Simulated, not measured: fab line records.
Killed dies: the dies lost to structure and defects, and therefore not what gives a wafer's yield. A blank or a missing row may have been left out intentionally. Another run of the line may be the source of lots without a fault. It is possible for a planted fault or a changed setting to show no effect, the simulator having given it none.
What tool caused it? / flow gf180mcu / 14 lots, 42 wafers sampled, at 2 steps of a route of 602

## WHAT THE GAUGES SHOWED, per wafer
GF_M4_CD_MEAS_14: the cd target is 280 nm. Usual: cd nm 280.5 nm, standard deviation 1.4.
lot=L844; measured=day 23 03:34; on=cd sem-01; cd nm (nm)=280.4 279.9 280.8; flag=
lot=L845; measured=day 23 08:08; on=cd sem-02; cd nm (nm)=279.3 279.2 279.5; flag=
lot=L846; measured=day 23 22:01; on=cd sem-01; cd nm (nm)=282.3 280.8 281.4; flag=
lot=L850; measured=day 25 08:45; on=cd sem-02; cd nm (nm)=282.6 283.1 282.1; flag=
lot=L851; measured=day 25 20:55; on=cd sem-02; cd nm (nm)=280.0 282.1 280.5; flag=
lot=L852; measured=day 26 16:34; on=cd sem-01; cd nm (nm)=279.0 277.5 278.0; flag=
lot=L853; measured=day 27 01:04; on=cd sem-02; cd nm (nm)=278.1 279.0 278.4; flag=
lot=L854; measured=day 27 03:41; on=cd sem-01; cd nm (nm)=280.0 281.5 280.0; flag=
lot=L855; measured=day 27 16:12; on=cd sem-01; cd nm (nm)=279.0 279.3 279.6; flag=
lot=L856; measured=day 27 20:43; on=cd sem-02; cd nm (nm)=281.2 280.9 281.3; flag=
lot=L857; measured=day 28 02:03; on=cd sem-02; cd nm (nm)=280.2 280.3 280.2; flag=
lot=L863; measured=day 29 19:37; on=cd sem-01; cd nm (nm)=280.8 281.1 282.1; flag=
lot=L864; measured=day 29 21:11; on=cd sem-02; cd nm (nm)=278.6 278.7 280.0; flag=
lot=L866; measured=day 30 07:41; on=cd sem-02; cd nm (nm)=281.8 282.6 282.9; flag=

## WHICH TOOL RAN EACH LOT (tool, then ch and the chambers of the sampled wafers, then the start)
lot=L844; GF_M4_SPUTTER_01=pvd sputter-04, day 22 04:09
lot=L845; GF_M4_SPUTTER_01=pvd sputter-01, day 22 09:47
lot=L846; GF_M4_SPUTTER_01=pvd sputter-01, day 22 22:43
lot=L850; GF_M4_SPUTTER_01=pvd sputter-01, day 24 11:04
lot=L851; GF_M4_SPUTTER_01=pvd sputter-03, day 24 23:19
lot=L852; GF_M4_SPUTTER_01=pvd sputter-01, day 25 20:14
lot=L853; GF_M4_SPUTTER_01=pvd sputter-04, day 26 04:38
lot=L854; GF_M4_SPUTTER_01=pvd sputter-04, day 26 07:23
lot=L855; GF_M4_SPUTTER_01=pvd sputter-04, day 26 20:17
lot=L856; GF_M4_SPUTTER_01=pvd sputter-04, day 27 00:25
lot=L857; GF_M4_SPUTTER_01=pvd sputter-03, day 27 06:31
lot=L863; GF_M4_SPUTTER_01=pvd sputter-03, day 29 01:03
lot=L864; GF_M4_SPUTTER_01=pvd sputter-03, day 29 03:02
lot=L866; GF_M4_SPUTTER_01=pvd sputter-04, day 29 12:46
- GF_M4_SPUTTER_01: material TiN, target thk 30 nm, time 25 s.

## AS READ BY THE TOOLS THEMSELVES (means over the sampled wafers that have a number; for cases with no such wafer, the mark the record gives instead)
GF_M4_SPUTTER_01. Usual: throttle valve pct 29.7 %, standard deviation 1.3.
lot=L844; tool=pvd sputter-04; throttle valve pct (%)=31.0; flag=
lot=L845; tool=pvd sputter-01; throttle valve pct (%)=28.0; flag=
lot=L846; tool=pvd sputter-01; throttle valve pct (%)=28.7; flag=
lot=L850; tool=pvd sputter-01; throttle valve pct (%)=28.5; flag=
lot=L851; tool=pvd sputter-03; throttle valve pct (%)=30.1; flag=
lot=L852; tool=pvd sputter-01; throttle valve pct (%)=28.5; flag=
lot=L853; tool=pvd sputter-04; throttle valve pct (%)=31.1; flag=
lot=L854; tool=pvd sputter-04; throttle valve pct (%)=30.1; flag=
lot=L855; tool=pvd sputter-04; throttle valve pct (%)=30.2; flag=
lot=L856; tool=pvd sputter-04; throttle valve pct (%)=30.9; flag=
lot=L857; tool=pvd sputter-03; throttle valve pct (%)=29.1; flag=
lot=L863; tool=pvd sputter-03; throttle valve pct (%)=30.0; flag=
lot=L864; tool=pvd sputter-03; throttle valve pct (%)=30.9; flag=
lot=L866; tool=pvd sputter-04; throttle valve pct (%)=30.6; flag=

## THE ANSWER, worked out from the rows above alone
Rule: lot off if the mean of its wafers having a number is beyond 3 standard deviations from the usual mean. Also off: a lot with no number at a reading for which 4 or more lots have one. The other lots that the step has rows for count as sound. Order of review: gauges by route order, followed by the tools' own readings, for which a lot's mean as printed above is used. The first step at which some lot is off is used, and at that step the reading that is off furthest; a lot without a number counts as furthest.
Nothing can be told from this: no lot is off at any reading shown.

## WHAT THE SIMULATOR HAD PUT IN
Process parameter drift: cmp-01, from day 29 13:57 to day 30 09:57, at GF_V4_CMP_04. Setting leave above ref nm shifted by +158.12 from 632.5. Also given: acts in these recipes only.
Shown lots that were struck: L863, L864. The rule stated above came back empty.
